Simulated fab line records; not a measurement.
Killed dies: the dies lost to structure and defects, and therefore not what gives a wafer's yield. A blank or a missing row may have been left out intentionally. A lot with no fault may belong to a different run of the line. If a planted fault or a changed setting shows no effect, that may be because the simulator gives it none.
fab line records	flow sky130
record lots=12	wafers=36	last-day=49
route steps=708 shown CAPM@550 METAL3@563 PAD_OPEN@696
lots that met no fault: from a run of the same line without faults
start-h: start of the lot's first displayed wafer, in hours after the record's first day	wait-h: time in hours since the lot's previous step	" same as the row above	L1.1+2: a row that stands for several wafers	- no value, or no start given	* or withheld: withheld	< > ~ a bound
route shown NAME@n: a module of which the file shows steps, and the number in the route of the first	usual: mean/standard deviation taken from wafers without a fault	same: alike in all rows	chamber/n: place in a boat	sites: the reading at each site	_std_site: their standard deviation	_edge_site: outer sites' mean less inner sites'	radius-mm: for every site, how far away it sits from the centre of the wafer	mask NAME#n: copy n	behind: the last tool/chamber to shape the wafer	hold: the reason the lot was held/the length of the hold in hours/how it ended	device: whichever transistor did not switch (one of n, p or np)	end of line: the tests these same wafers got at the end of their route	where a step has no rows: the recipe by itself	killed: dies that structure and defects cost at the first sort, which is not the same as the wafer's yield	map: the dies of a wafer, with x for killed, . for not killed, _ for no die there
set.NAME: the setting the step ran with; set.NAME@STEP: the setting that earlier step ran with	model.NAME: the simulator's own value behind a step, which no gauge read
steps of the route over a sample of lots; a table a step, a row a wafer
services: when a tool's chamber went out of use (start-h, in hours from the record's first day, below 0 if earlier), for how many hours, and the reason
## steps
# step SKY_CAPM_METAL_ETCH_13
# recipe target-depth-nm=220	stop-on=SiO2	chemistry=Cl2/BCl3	target=TiN	pressure-mtorr=10	icp-w=900	bias-w=48.5	Cl2_flow_sccm=60	bcl3-flow-sccm=30	time-s=62.9
# usual drypump-motor-current-A=5.9/0.35	oes-product-au=0.940/0.0073	throttle-valve-pct=21.902/0.0095
lot.wafer	tool	chamber	start-h	wait-h	drypump-motor-current-A	oes-product-au	rf-hours-counter-h	throttle-valve-pct
L244.3	rie-metal-02	0	882.58	0.0	6.2	0.934	-	21.897
L244.5	"	1	"	"	6.1	0.932	-	21.906
L244.6	"	0	"	"	6.2	0.935	-	21.912
L245.2	rie-metal-03	0	882.71	0.0	5.5	0.931	1	21.896
L245.3	"	1	"	"	5.5	0.927	-	21.906
L245.5	"	1	"	"	5.5	0.928	-	21.907
L246.1	rie-metal-01	0	892.74	0.0	5.9	0.937	15	21.894
L246.3	"	1	"	"	6.3	0.939	-	21.905
L246.4	"	0	"	"	6.0	0.937	-	21.902
L247.2	rie-metal-03	1	893.41	0.0	5.5	0.933	13	21.906
L247.3	"	1	"	"	5.4	0.934	-	21.920
L247.4	"	0	"	"	5.5	0.948	-	21.898
L248.1	rie-metal-03	1	911.10	0.0	5.5	0.932	14	21.904
L248.2	"	0	"	"	5.5	0.933	2	21.893
L248.6	"	0	"	"	5.5	0.925	-	21.911
L251.1	rie-metal-01	1	924.20	0.0	6.3	0.947	12	21.903
L251.3	"	1	"	"	6.3	0.957	-	21.892
L251.6	"	1	"	"	6.3	0.949	-	21.902
L250.1	rie-metal-02	1	926.06	0.0	6.1	0.941	9	21.899
L250.2	"	0	"	"	6.2	0.944	8	21.908
L250.5	"	0	"	"	6.2	0.934	-	21.905
L253.3	rie-metal-03	0	936.24	0.0	5.5	0.947	-	21.898
L253.5	"	0	"	"	5.5	0.950	-	21.914
L253.6	"	1	"	"	5.5	0.952	-	21.892
L258.2	rie-metal-03	1	968.26	0.0	5.4	0.934	16	21.899
L258.4	"	0	"	"	5.5	0.937	-	21.912
L258.6	"	0	"	"	5.5	0.935	-	21.912
L261.2	rie-metal-03	1	1000.25	0.0	5.4	0.945	18	21.902
L261.3	"	1	"	"	5.4	0.936	-	21.892
L261.5	"	1	"	"	5.4	0.946	-	21.906
L262.1	rie-metal-02	0	1005.50	0.0	6.1	0.942	12	21.892
L262.2	"	0	"	"	6.2	0.945	-	21.889
L262.6	"	0	"	"	6.2	0.937	-	21.908
L264.1	rie-metal-02	1	1009.15	0.0	6.1	0.943	13	21.926
L264.2	"	0	"	"	6.1	0.926	12	21.911
L264.4	"	0	"	"	6.2	0.935	-	21.918
# step SKY_CAPM_STRIP_14
# recipe chemistry=O2/N2	power-w=1400	pressure-mtorr=1500	platen-temp-c=withheld	o2-flow-sccm=3000	n2-flow-sccm=300	overash-fraction=0.5
# usual drypump-motor-current-A=5.21/0.25	oes-product-au=0.710/0.005	strip-time-to-endpoint-s=12.68/0.041
lot.wafer	tool	chamber	start-h	wait-h	drypump-motor-current-A	oes-product-au	rf-hours-counter-h	strip-time-to-endpoint-s
L244.3	plasma-asher-01	0	882.66	0.1	5.06	0.719	-	12.65
L244.5	"	1	"	"	5.01	0.712	-	12.68
L244.6	"	0	"	"	5.07	0.717	-	12.67
L245.2	plasma-asher-04	1	882.79	0.1	5.41	0.713	71	12.70
L245.3	"	1	"	"	5.39	0.703	-	12.67
L245.5	"	0	"	"	5.11	0.703	-	12.67
L246.1	plasma-asher-04	1	892.82	0.1	5.39	0.713	72	12.68
L246.3	"	1	"	"	5.39	0.715	-	12.68
L246.4	"	0	"	"	5.10	0.700	-	12.63
L247.2	plasma-asher-01	0	893.52	0.1	5.08	0.714	48	12.68
L247.3	"	1	"	"	5.05	0.716	-	12.73
L247.4	"	0	"	"	5.08	0.717	-	12.74
L248.1	plasma-asher-02	1	911.18	0.1	5.65	0.709	112	12.62
L248.2	"	0	"	"	4.93	0.714	112	12.65
L248.6	"	1	"	"	5.67	0.714	-	12.63
L251.1	plasma-asher-04	0	924.35	0.1	5.11	0.712	75	12.61
L251.3	"	0	"	"	5.11	0.714	-	12.61
L251.6	"	0	"	"	5.12	0.710	-	12.61
L250.1	plasma-asher-01	0	926.14	0.1	5.05	0.715	51	12.65
L250.2	"	1	"	"	5.02	0.714	51	12.67
L250.5	"	1	"	"	5.01	0.715	-	12.67
L253.3	plasma-asher-01	1	936.32	0.1	5.00	0.715	-	12.68
L253.5	"	1	"	"	5.03	0.714	-	12.69
L253.6	"	0	"	"	5.06	0.718	-	12.64
L258.2	plasma-asher-04	1	968.34	0.1	5.40	0.704	79	12.65
L258.4	"	1	"	"	5.39	0.705	-	12.62
L258.6	"	1	"	"	5.38	0.713	-	12.69
L261.2	plasma-asher-02	0	1000.33	0.1	4.94	0.715	120	12.76
L261.3	"	0	"	"	4.94	0.711	-	12.71
L261.5	"	1	"	"	5.65	0.712	-	12.70
L262.1	plasma-asher-02	1	1005.65	0.1	5.68	0.710	121	12.73
L262.2	"	0	"	"	4.94	0.710	121	12.74
L262.6	"	1	"	"	5.67	0.710	-	12.68
L264.1	plasma-asher-01	1	1009.23	0.1	5.03	0.710	60	12.71
L264.2	"	0	"	"	5.07	0.706	60	12.70
L264.4	"	0	"	"	5.07	0.700	-	12.66
# step SKY_METAL3_CD_MEAS_13
# recipe target-cd-nm=300
# usual cd-nm=300.3/1.4
lot.wafer	tool	chamber	start-h	wait-h	cd-nm
L244.3	cd-sem-02	-	909.09	-	303.7
L244.5	"	-	"	"	302.0
L244.6	"	-	"	"	302.2
L245.2	cd-sem-02	-	909.19	-	300.0
L245.3	"	-	"	"	302.3
L245.5	"	-	"	"	301.0
L246.1	cd-sem-01	-	919.01	-	301.2
L246.3	"	-	"	"	301.1
L246.4	"	-	"	"	302.3
L247.2	cd-sem-02	-	919.25	-	300.6
L247.3	"	-	"	"	299.9
L247.4	"	-	"	"	299.7
L248.1	cd-sem-02	-	936.66	-	300.5
L248.2	"	-	"	"	299.4
L248.6	"	-	"	"	299.8
L251.1	cd-sem-02	-	950.02	-	301.2
L251.3	"	-	"	"	299.9
L251.6	"	-	"	"	300.8
L250.1	cd-sem-02	-	951.18	-	300.9
L250.2	"	-	"	"	301.1
L250.5	"	-	"	"	300.5
L253.3	cd-sem-02	-	960.32	-	295.7
L253.5	"	-	"	"	298.4
L253.6	"	-	"	"	298.8
L258.2	cd-sem-01	-	991.64	-	300.8
L258.4	"	-	"	"	300.5
L258.6	"	-	"	"	300.8
L261.2	cd-sem-01	-	1023.39	-	300.4
L261.3	"	-	"	"	299.0
L261.5	"	-	"	"	299.8
L262.1	cd-sem-02	-	1029.37	-	299.8
L262.2	"	-	"	"	300.5
L262.6	"	-	"	"	300.9
L264.1	cd-sem-02	-	1032.36	-	300.3
L264.2	"	-	"	"	301.3
L264.4	"	-	"	"	299.2
# step SKY_PAD_OPEN_COAT_02
# recipe spin-rpm=2000	resist-thk-nm=3000
# usual spin-speed-rpm=1999.8/1.5
lot.wafer	tool	chamber	start-h	wait-h	spin-speed-rpm
L244.3	litho-track-01	0	1067.73	0.1	1997.5
L244.5	"	0	"	"	1998.2
L244.6	"	0	"	"	1999.5
L245.2	litho-track-04	0	1068.83	0.1	2001.2
L245.3	"	0	"	"	2003.1
L245.5	"	0	"	"	1998.7
L246.1	litho-track-04	0	1075.86	0.1	1998.3
L246.3	"	0	"	"	1997.8
L246.4	"	0	"	"	1999.4
L247.2	litho-track-02	0	1077.34	0.1	2000.4
L247.3	"	0	"	"	1999.9
L247.4	"	0	"	"	1999.5
L248.1	litho-track-04	0	1090.11	0.1	2002.1
L248.2	"	0	"	"	2000.4
L248.6	"	0	"	"	2000.3
L251.1	litho-track-02	0	1101.87	0.1	1998.2
L251.3	"	0	"	"	1996.9
L251.6	"	0	"	"	1997.7
L250.1	litho-track-02	0	1103.22	0.1	2000.7
L250.2	"	0	"	"	1999.0
L250.5	"	0	"	"	1999.5
L253.3	litho-track-04	0	1112.61	0.1	2046.2
L253.5	"	0	"	"	2043.3
L253.6	"	0	"	"	2045.4
L258.2	litho-track-04	0	1137.48	0.1	2048.4
L258.4	"	0	"	"	2043.3
L258.6	"	0	"	"	2046.5
L261.2	litho-track-02	0	1161.84	0.1	2002.2
L261.3	"	0	"	"	2000.1
L261.5	"	0	"	"	2001.3
L262.1	litho-track-01	0	1165.98	0.1	2000.1
L262.2	"	0	"	"	2001.0
L262.6	"	0	"	"	2000.9
L264.1	litho-track-02	0	1168.12	0.1	1999.6
L264.2	"	0	"	"	2000.7
L264.4	"	0	"	"	2001.9
# step SKY_PAD_OPEN_PROBE_99
# usual defect-limited-yield=82.4/2.1	killed_at_M0_to_M3=44/7.3	killed_at_M4_up=3.0/1.9	killed-at-contacts=24/5	killed-at-front-end=16/4.5	killed-at-other=0.3/0.46	killed-dies=87/10	killed-on-rim=17/3.5	killed-open=47/8.3	killed-short=39/6.4	sort_bin_3_pad_short=0.8/0.43	sort_bin_5_function=10.5/1.6	sort_bin_6_memory=6.3/1.1	sort-n-pass=405/10	sort-yield-pct=82.4/2.1
# same gross-dies=492	killed-at-back-side=0	sort_bin_4_leakage[%]=0	sort_bin_8_speed[%]=0
lot.wafer	tool	chamber	start-h	wait-h	defect-limited-yield[%]	killed_at_M0_to_M3	killed_at_M4_up	killed-at-contacts	killed-at-front-end	killed-at-other	killed-dies	killed-on-rim	killed-open	killed-short	sort_bin_3_pad_short[%]	sort_bin_5_function[%]	sort_bin_6_memory[%]	sort-n-pass	sort-yield-pct[%]
L244.3	prober-01	-	1081.39	0.2	81.1	47	4	16	26	0	93	18	46	47	1.2	11.6	6.1	399	81.1
L244.5	prober-01	-	1081.49	0.2	79.9	52	2	30	15	0	99	19	64	35	0.4	11.8	7.9	393	79.9
L244.6	prober-01	-	1081.54	0.2	79.7	50	6	35	9	0	100	20	58	42	0.8	11.8	7.7	392	79.7
L245.2	prober-02	-	1082.84	0.1	83.7	38	2	28	12	0	80	13	42	38	0.8	9.8	5.7	412	83.7
L245.3	prober-02	-	1082.89	0.2	81.5	43	4	16	27	1	91	22	48	43	0.8	10.6	7.1	401	81.5
L245.5	prober-02	-	1082.99	0.2	81.9	38	1	29	20	1	89	17	50	39	2.0	8.5	7.5	403	81.9
L246.1	prober-01	-	1088.75	0.1	79.5	47	4	26	23	1	101	18	47	54	0.6	12.6	7.3	391	79.5
L246.3	prober-01	-	1088.85	0.2	78.3	59	6	27	15	0	107	23	49	58	1.8	12.6	7.3	385	78.3
L246.4	prober-01	-	1088.90	0.2	82.5	43	2	21	19	1	86	16	44	42	0.2	10.4	6.9	406	82.5
L247.2	prober-02	-	1090.18	0.1	80.3	52	3	21	21	0	97	16	52	45	0.8	11.8	7.1	395	80.3
L247.3	prober-02	-	1090.23	0.2	80.7	39	0	37	18	1	95	17	46	49	0.8	11.0	7.5	397	80.7
L247.4	prober-02	-	1090.28	0.2	86.0	21	3	27	18	0	69	12	40	29	1.2	8.5	4.3	423	86.0
L248.1	prober-01	-	1102.73	0.1	79.1	57	1	31	14	0	103	21	64	39	1.2	11.4	8.3	389	79.1
L248.2	prober-01	-	1102.78	0.1	83.7	43	1	22	14	0	80	17	44	36	0.4	9.8	6.1	412	83.7
L248.6	prober-01	-	1102.98	0.2	81.5	55	1	24	10	1	91	19	54	37	0.4	10.4	7.7	401	81.5
L251.1	prober-01	-	1114.25	0.1	82.7	49	0	23	13	0	85	13	55	30	0.8	9.8	6.7	407	82.7
L251.3	prober-01	-	1114.35	0.2	86.4	36	3	10	18	0	67	14	34	33	1.0	6.5	6.1	425	86.4
L251.6	prober-01	-	1114.50	0.2	82.3	47	5	25	10	0	87	17	48	39	1.4	11.2	5.1	405	82.3
L250.1	prober-02	-	1115.58	0.1	83.5	50	2	20	9	0	81	21	34	47	0.6	9.6	6.3	411	83.5
L250.2	prober-02	-	1115.63	0.1	81.3	44	6	27	15	0	92	16	51	41	0.2	10.2	8.3	400	81.3
L250.5	prober-02	-	1115.78	0.2	89.2	29	0	15	8	1	53	10	33	20	0.2	7.9	2.6	439	89.2
L253.3	prober-02	-	1125.03	0.2	86.4	30	3	22	12	0	67	16	37	30	0.4	7.7	5.5	425	86.4
L253.5	prober-02	-	1125.13	0.2	85.2	27	2	25	18	1	73	15	50	23	0.4	8.1	6.3	419	85.2
L253.6	prober-02	-	1125.18	0.2	88.8	35	0	14	6	0	55	17	33	22	0	6.9	4.3	437	88.8
L258.2	prober-02	-	1149.23	0.1	80.5	55	5	21	14	1	96	22	48	48	0.2	11.0	8.3	396	80.5
L258.4	prober-02	-	1149.33	0.2	83.3	35	5	26	16	0	82	19	42	40	1.0	10.2	5.5	410	83.3
L258.6	prober-02	-	1149.43	0.2	82.7	47	4	18	16	0	85	17	37	48	1.2	9.1	6.9	407	82.7
L261.2	prober-02	-	1173.05	0.1	81.9	45	7	16	21	0	89	12	47	42	0.8	11.0	6.3	403	81.9
L261.3	prober-02	-	1173.10	0.2	82.7	37	4	22	22	0	85	18	45	40	1.4	10.2	5.7	407	82.7
L261.5	prober-02	-	1173.20	0.2	84.6	37	4	19	16	0	76	10	35	41	0.8	9.8	4.9	416	84.6
L262.1	prober-01	-	1177.17	0.1	83.1	40	2	28	13	0	83	16	48	35	1.6	9.1	6.1	409	83.1
L262.2	prober-01	-	1177.22	0.1	84.3	33	3	20	20	1	77	20	34	43	1.4	10.0	4.3	415	84.3
L262.6	prober-01	-	1177.42	0.2	84.1	40	6	19	13	0	78	14	37	41	0.4	9.6	5.9	414	84.1
L264.1	prober-01	-	1179.13	0.1	83.9	38	6	16	19	0	79	11	36	43	0.6	10.0	5.5	413	83.9
L264.2	prober-01	-	1179.18	0.1	85.2	33	2	22	16	0	73	15	34	39	1.6	7.3	5.9	419	85.2
L264.4	prober-01	-	1179.28	0.2	82.9	35	2	34	13	0	84	22	52	32	0.6	10.0	6.5	408	82.9
# killed by level:class
L244.3 VIA1:geometric-particle:open=10 FIELD_ISO:geometric-particle:short=9 VIA1:geometric-particle:short=9 FIELD_ISO:geometric-particle:open=8 METAL2:geometric-particle:short=8 CONTACT:geometric-particle:open=8 POLY_GATE:geometric-particle:short=4 LI_CONTACT:geometric-particle:open=4
L244.5 VIA1:geometric-particle:open=15 CONTACT:geometric-particle:open=13 VIA3:geometric-particle:open=10 LI_CONTACT:geometric-particle:open=8 VIA1:geometric-particle:short=5 CONTACT:geometric-particle:short=5 VIA2:geometric-particle:open=5 FIELD_ISO:geometric-particle:short=4
L244.6 CONTACT:geometric-particle:open=21 VIA1:geometric-particle:open=10 VIA1:geometric-particle:short=10 LI_CONTACT:geometric-particle:open=6 CONTACT:geometric-particle:short=6 VIA2:geometric-particle:open=6 METAL1:geometric-particle:short=5 VIA3:geometric-particle:short=5
L245.2 LI_CONTACT:geometric-particle:open=10 METAL2:geometric-particle:short=8 CONTACT:geometric-particle:open=7 FIELD_ISO:geometric-particle:open=5 VIA2:geometric-particle:open=5 CONTACT:geometric-particle:short=5 METAL1:geometric-particle:short=5 VIA1:geometric-particle:open=5
L245.3 FIELD_ISO:geometric-particle:open=10 CONTACT:geometric-particle:open=10 METAL1:geometric-particle:short=8 POLY_GATE:geometric-particle:short=7 METAL3:geometric-particle:short=6 VIA1:geometric-particle:open=6 VIA3:geometric-particle:open=5 FIELD_ISO:geometric-particle:short=4
L245.5 CONTACT:geometric-particle:open=10 LI_CONTACT:geometric-particle:open=8 VIA1:geometric-particle:open=8 VIA3:geometric-particle:open=6 CONTACT:geometric-particle:short=6 METAL2:geometric-particle:short=5 VIA2:geometric-particle:open=5 POLY_GATE:geometric-particle:short=4
L246.1 VIA1:geometric-particle:short=11 CONTACT:geometric-particle:open=11 FIELD_ISO:geometric-particle:short=8 VIA1:geometric-particle:open=8 VIA2:geometric-particle:short=5 VIA2:geometric-particle:open=5 CONTACT:geometric-particle:short=5 METAL2:geometric-particle:short=5
L246.3 VIA1:geometric-particle:open=12 VIA1:geometric-particle:short=9 CONTACT:geometric-particle:open=8 VIA3:geometric-particle:open=8 METAL1:geometric-particle:short=7 POLY_GATE:geometric-particle:short=6 LI_CONTACT:geometric-particle:short=6 LI_CONTACT:geometric-particle:open=6
L246.4 VIA1:geometric-particle:open=8 LI_CONTACT:geometric-particle:open=6 CONTACT:geometric-particle:open=6 METAL2:geometric-particle:short=6 FIELD_ISO:geometric-particle:short=5 VIA2:geometric-particle:open=5 VIA3:geometric-particle:open=5 POLY_GATE:geometric-particle:open=4
L247.2 VIA1:geometric-particle:open=11 VIA3:geometric-particle:open=9 VIA1:geometric-particle:short=8 CONTACT:geometric-particle:open=7 POLY_GATE:geometric-particle:short=6 POLY_GATE:geometric-particle:open=6 LI_CONTACT:geometric-particle:open=6 METAL2:geometric-particle:short=6
L247.3 CONTACT:geometric-particle:open=15 FIELD_ISO:geometric-particle:short=9 METAL2:geometric-particle:short=9 LI_CONTACT:geometric-particle:open=8 VIA1:geometric-particle:open=8 VIA3:geometric-particle:open=6 CONTACT:geometric-particle:short=5 VIA1:geometric-particle:short=5
L247.4 CONTACT:geometric-particle:open=13 FIELD_ISO:geometric-particle:open=6 LI_CONTACT:geometric-particle:open=6 FIELD_ISO:geometric-particle:short=4 VIA3:geometric-particle:short=4 LOCAL_INTERCONNECT:geometric-particle:short=3 CONTACT:geometric-particle:short=3 VIA1:geometric-particle:short=3
L248.1 CONTACT:geometric-particle:open=11 VIA1:geometric-particle:open=11 VIA3:geometric-particle:open=11 VIA2:geometric-particle:open=9 METAL1:geometric-particle:short=8 LI_CONTACT:geometric-particle:open=8 CONTACT:geometric-particle:short=7 METAL2:geometric-particle:short=5
L248.2 VIA1:geometric-particle:open=11 CONTACT:geometric-particle:open=10 VIA1:geometric-particle:short=6 VIA2:geometric-particle:open=6 LI_CONTACT:geometric-particle:open=5 VIA3:geometric-particle:open=5 METAL3:geometric-particle:short=4 FIELD_ISO:geometric-particle:short=3
L248.6 VIA1:geometric-particle:open=12 VIA3:geometric-particle:open=10 CONTACT:geometric-particle:open=10 LI_CONTACT:geometric-particle:open=6 VIA2:geometric-particle:open=6 METAL1:geometric-particle:short=6 VIA1:geometric-particle:short=6 POLY_GATE:geometric-particle:short=4
L251.1 VIA1:geometric-particle:open=16 LI_CONTACT:geometric-particle:open=10 VIA2:geometric-particle:open=10 CONTACT:geometric-particle:open=7 METAL1:geometric-particle:short=7 FIELD_ISO:geometric-particle:open=5 VIA1:geometric-particle:short=5 LI_CONTACT:geometric-particle:short=3
L251.3 VIA1:geometric-particle:open=8 FIELD_ISO:geometric-particle:short=5 METAL1:geometric-particle:open=4 SPACER:geometric-particle:short=4 VIA3:geometric-particle:open=4 CONTACT:geometric-particle:open=4 METAL2:geometric-particle:short=4 POLY_GATE:geometric-particle:open=3
L251.6 LI_CONTACT:geometric-particle:open=9 VIA3:geometric-particle:open=8 VIA1:geometric-particle:short=8 CONTACT:geometric-particle:short=6 VIA1:geometric-particle:open=6 VIA2:geometric-particle:open=6 LOCAL_INTERCONNECT:geometric-particle:short=4 CONTACT:geometric-particle:open=4
L250.1 METAL1:geometric-particle:short=9 VIA2:geometric-particle:open=9 VIA1:geometric-particle:open=8 METAL2:geometric-particle:short=8 CONTACT:geometric-particle:open=6 LOCAL_INTERCONNECT:geometric-particle:short=5 METAL3:geometric-particle:short=4 VIA1:geometric-particle:short=4
L250.2 LI_CONTACT:geometric-particle:open=10 METAL1:geometric-particle:short=9 CONTACT:geometric-particle:open=8 VIA3:geometric-particle:open=7 VIA2:geometric-particle:open=6 METAL2:geometric-particle:short=5 POLY_GATE:geometric-particle:open=5 VIA1:geometric-particle:open=5
L250.5 VIA1:geometric-particle:open=9 CONTACT:geometric-particle:open=6 METAL1:geometric-particle:short=5 LI_CONTACT:geometric-particle:open=4 VIA2:geometric-particle:open=4 LOCAL_INTERCONNECT:geometric-particle:short=4 VIA3:geometric-particle:open=4 METAL2:geometric-particle:short=3
L253.3 LI_CONTACT:geometric-particle:open=7 CONTACT:geometric-particle:open=6 LI_CONTACT:geometric-particle:short=6 POLY_GATE:geometric-particle:open=5 VIA1:geometric-particle:short=4 METAL1:geometric-particle:short=4 METAL3:geometric-particle:short=4 VIA3:geometric-particle:open=4
L253.5 LI_CONTACT:geometric-particle:open=11 VIA1:geometric-particle:open=8 CONTACT:geometric-particle:open=6 FIELD_ISO:geometric-particle:open=5 POLY_GATE:geometric-particle:open=5 LOCAL_INTERCONNECT:geometric-particle:short=4 VIA2:geometric-particle:open=4 VIA3:geometric-particle:open=4
L253.6 VIA1:geometric-particle:open=7 VIA3:geometric-particle:open=6 CONTACT:geometric-particle:open=6 METAL2:geometric-particle:short=6 VIA2:geometric-particle:open=5 LI_CONTACT:geometric-particle:open=3 VIA2:geometric-particle:short=3 POLY_GATE:geometric-particle:open=2
L258.2 VIA1:geometric-particle:open=10 CONTACT:geometric-particle:open=9 VIA2:geometric-particle:open=8 VIA3:geometric-particle:open=8 VIA1:geometric-particle:short=7 METAL1:geometric-particle:short=6 VIA2:geometric-particle:short=6 CONTACT:geometric-particle:short=5
L258.4 LI_CONTACT:geometric-particle:open=9 CONTACT:geometric-particle:open=8 METAL1:geometric-particle:short=8 VIA1:geometric-particle:open=7 VIA1:geometric-particle:short=5 VIA2:geometric-particle:open=5 FIELD_ISO:geometric-particle:open=4 LOCAL_INTERCONNECT:geometric-particle:short=4
L258.6 VIA1:geometric-particle:short=9 METAL1:geometric-particle:short=7 VIA1:geometric-particle:open=7 CONTACT:geometric-particle:open=6 POLY_GATE:geometric-particle:short=5 VIA3:geometric-particle:open=5 VIA2:geometric-particle:short=4 LI_CONTACT:geometric-particle:open=4
L261.2 VIA1:geometric-particle:open=10 CONTACT:geometric-particle:open=10 METAL2:geometric-particle:short=8 METAL4:geometric-particle:short=7 POLY_GATE:geometric-particle:open=7 METAL1:geometric-particle:short=6 FIELD_ISO:geometric-particle:short=5 VIA2:geometric-particle:open=4
L261.3 FIELD_ISO:geometric-particle:open=10 VIA2:geometric-particle:open=9 METAL1:geometric-particle:short=9 FIELD_ISO:geometric-particle:short=6 CONTACT:geometric-particle:short=6 CONTACT:geometric-particle:open=6 VIA1:geometric-particle:open=5 VIA1:geometric-particle:short=5
L261.5 METAL2:geometric-particle:short=8 VIA1:geometric-particle:open=7 CONTACT:geometric-particle:short=6 LI_CONTACT:geometric-particle:open=5 LOCAL_INTERCONNECT:geometric-particle:short=5 VIA1:geometric-particle:short=5 METAL3:geometric-particle:short=5 POLY_GATE:geometric-particle:open=4
L262.1 LI_CONTACT:geometric-particle:open=10 METAL1:geometric-particle:short=8 CONTACT:geometric-particle:open=8 VIA3:geometric-particle:open=7 POLY_GATE:geometric-particle:short=6 VIA2:geometric-particle:open=6 POLY_GATE:geometric-particle:open=5 CONTACT:geometric-particle:short=5
L262.2 FIELD_ISO:geometric-particle:open=6 METAL1:geometric-particle:short=6 LI_CONTACT:geometric-particle:open=6 CONTACT:geometric-particle:open=6 VIA1:geometric-particle:open=6 VIA1:geometric-particle:short=5 FIELD_ISO:geometric-particle:short=4 METAL2:geometric-particle:short=4
L262.6 VIA3:geometric-particle:open=9 CONTACT:geometric-particle:open=8 POLY_GATE:geometric-particle:short=6 METAL4:geometric-particle:short=5 METAL1:geometric-particle:short=5 METAL2:geometric-particle:short=5 VIA2:geometric-particle:open=5 LOCAL_INTERCONNECT:geometric-particle:short=4
L264.1 POLY_GATE:geometric-particle:short=8 VIA1:geometric-particle:open=6 VIA3:geometric-particle:open=6 POLY_GATE:geometric-particle:open=5 CONTACT:geometric-particle:open=5 VIA1:geometric-particle:short=5 VIA2:geometric-particle:open=5 METAL1:geometric-particle:short=4
L264.2 CONTACT:geometric-particle:open=9 VIA1:geometric-particle:open=6 VIA3:geometric-particle:open=5 POLY_GATE:geometric-particle:short=4 LOCAL_INTERCONNECT:geometric-particle:short=4 METAL1:geometric-particle:short=4 METAL2:geometric-particle:short=4 FIELD_ISO:geometric-particle:short=3
L264.4 CONTACT:geometric-particle:open=12 LI_CONTACT:geometric-particle:open=10 FIELD_ISO:geometric-particle:open=6 VIA3:geometric-particle:open=6 CONTACT:geometric-particle:short=5 VIA1:geometric-particle:short=5 VIA2:geometric-particle:open=5 METAL2:geometric-particle:short=4
## services
tool	chamber	start-h	hours	kind
rie-metal-03	-	887.81	0.2	repair
rie-metal-01	-	905.46	13.4	repair
plasma-asher-04	-	912.85	2.1	repair
plasma-asher-01	-	916.76	1.6	repair
plasma-asher-04	-	934.71	3.2	repair
plasma-asher-02	-	974.25	0.9	repair
rie-metal-02	0	1000.76	2.1	repair
rie-metal-02	1	1002.37	5.3	repair
plasma-asher-01	-	1012.34	2.8	pm
rie-metal-02	1	1039.03	55.6	repair
plasma-asher-02	-	1045.63	14.6	pm
rie-metal-03	-	1052.97	0.3	repair
plasma-asher-02	-	1060.23	9.0	pm
plasma-asher-02	-	1084.42	4.3	pm
rie-metal-02	0	1087.64	10.5	repair
rie-metal-01	-	1091.85	0.4	repair
rie-metal-02	-	1103.74	0.8	repair
rie-metal-02	-	1124.55	1.8	repair
rie-metal-03	1	1146.16	-	clean
rie-metal-03	1	1146.16	-	consumable-replace:focus-ring
rie-metal-03	1	1146.16	20.4	scheduled-down
rie-metal-03	1	1146.16	20.4	vent-cycle
plasma-asher-02	-	1157.77	2.0	repair
plasma-asher-04	-	1158.25	3.0	repair
## key
first-sign step=SKY_PAD_OPEN_COAT_02	reading=spin-speed-rpm	direction=up	sigmas=31	usual=1999.8	struck=2045.5
effect none on later readings
met-at SKY_PAD_OPEN_COAT_02
struck-lots L253,L258
not-acting-at SKY_CAPM_METAL_ETCH_13,SKY_CAPM_STRIP_14,SKY_METAL3_CD_MEAS_13
onset-between 1090.11 1112.61
fault kind=process-parameter-drift	tool=litho-track-04	chamber=-	onset-h=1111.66	steps=SKY_PAD_OPEN_COAT_02	channel=spin-rpm	offset=46.047	shape=step	end-h=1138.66	acts-in=these-recipes-only	stated=2000
